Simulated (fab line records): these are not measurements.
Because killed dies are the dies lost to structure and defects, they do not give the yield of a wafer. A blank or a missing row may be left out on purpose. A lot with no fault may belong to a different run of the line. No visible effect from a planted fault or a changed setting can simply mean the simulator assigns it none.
Split-lot trial | flow sky130 | 23 wafers read from 5 lots, route of 708 steps

== THE SPLIT ITSELF ==
At SKY_VT_ADJUST_HVTP_EXPOSE_04 (exposes mask HVTPM, target cd 380 nm), the setting dose mj was moved away from the recipe's 140 on 7 of the 23 wafers read, by -4.4% to +3.4%. For the rest of the wafers, this setting stayed at what the recipe calls for.

== FROM THE SPLIT TO THE READING: what the file shows between them, 2 steps ==
- SKY_VT_ADJUST_HVTP_PEB_05
- SKY_VT_ADJUST_HVTP_DEVELOP_06: develop time 57.77 s

== THE READING ==
cd nm, in nm, at SKY_VT_ADJUST_HVTP_CD_MEAS_07 (target cd 380 nm). Typical for fault-free wafers on this fab line: 379.8 nm, with standard deviation 2.7 nm.

wafer  | tool, chamber at the split | dose mj as run | against the recipe | cd nm, nm | against lot-mates on the recipe
L074.1 | iline stepper-02, 0        | 140            | recipe             | 375.6     | -
L074.2 | iline stepper-02, 0        | 140            | recipe             | 377.4     | -
L074.3 | iline stepper-02, 0        | 140            | recipe             | 376.0     | -
L074.4 | iline stepper-02, 0        | 140            | recipe             | 377.7     | -
L074.5 | iline stepper-02, 0        | 140            | recipe             | 377.3     | -
L076.1 | iline stepper-02, 0        | 133.8          | -4.4%              | 364.9     | -12.8
L076.2 | iline stepper-02, 0        | 140            | recipe             | 376.5     | -
L076.3 | iline stepper-02, 0        | 140            | recipe             | 378.9     | -
L076.5 | iline stepper-02, 0        | 133.8          | -4.4%              | 366.0     | -11.7
L076.6 | iline stepper-02, 0        | 133.8          | -4.4%              | 367.2     | -10.5
L081.1 | iline stepper-02, 0        | 140            | recipe             | 379.2     | -
L081.2 | iline stepper-02, 0        | 140            | recipe             | 379.2     | -
L081.3 | iline stepper-02, 0        | 142.9          | +2.1%              | 382.4     | +3.9
L081.5 | iline stepper-02, 0        | 140            | recipe             | 377.2     | -
L081.6 | iline stepper-02, 0        | 142.9          | +2.1%              | 383.6     | +5.1
L083.2 | iline stepper-01, 0        | 144.8          | +3.4%              | 389.8     | +10.9
L083.3 | iline stepper-01, 0        | 140            | recipe             | 379.3     | -
L083.4 | iline stepper-01, 0        | 140            | recipe             | 380.0     | -
L083.5 | iline stepper-01, 0        | 140            | recipe             | 377.3     | -
L083.6 | iline stepper-01, 0        | 144.8          | +3.4%              | 391.7     | +12.8
L084.1 | iline stepper-01, 0        | 140            | recipe             | 379.8     | -
L084.2 | iline stepper-01, 0        | 140            | recipe             | 380.5     | -
L084.5 | iline stepper-01, 0        | 140            | recipe             | 379.9     | -

FIT RESULTS
A straight line over all 23 wafers: cd nm changes by +2.95 nm for each +1% of dose mj; r = +0.97; the points scatter about the line by 1.7 nm.
The same after taking each lot's own level away (the mean of its wafers on the recipe; 23 wafers): +2.81 nm for each +1%; r = +0.98; scatter 1.3 nm.
On that fit, the largest move of dose mj shifts the reading by 12 nm.
Measured against the standard deviation above, the lots' own levels, which go from 376.80 to 380.07 nm, span 1.2 times it.
Hence the lot-to-lot level has little effect on the slope; both slopes agree.
Check: with one of the wafers moved furthest among these (-4.4%) left out of the fit, the line predicts -12.1 nm for it against its lot-mates. Against them it came out at -12.8 nm.

== FURTHER SPLITS ON THESE WAFERS ==
These wafers also went through other splits before the reading. Each is held against what the fit with the lots' levels taken away leaves over:
other split on the same wafers    | wafers away from the commonest value | r with cd nm (lot level and that fit taken away)
SKY_FIELD_ISO_OXIDATION_01 temp c | 18                                   | -0.22
SKY_FIELD_ISO_STRIP_16 power w    | 5                                    | +0.31
SKY_PWDE_IMPLANT_08 energy kev    | 4                                    | -0.19
SKY_NWELL_IMPLANT_11 dose cm2     | 8                                    | -0.08
SKY_NWELL_SOFTBAKE_19 temp c      | 5                                    | -0.12
SKY_NWELL_DEVELOP_22 dev temp c   | 10                                   | +0.21

== THE WHOLE CHAIN: every reading that the file lists as answering this split, in the file's order ==
step                          | what it does         | reading                                                               | change (the file's fit)              | r (the file's)
SKY_VT_ADJUST_HVTP_DEVELOP_06 | develop time 57.77 s | VT_ADJUST_HVTP.cd nm (the simulator's own value, which no gauge read) | +2.87 nm for each +1% of the setting | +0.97
SKY_VT_ADJUST_HVTP_CD_MEAS_07 | target cd 380 nm     | cd nm                                                                 | +2.84 nm for each +1% of the setting | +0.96

== THE FILE'S OWN FIT ==
cd nm changes by +2.84 nm for each +1% of dose mj, r = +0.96.
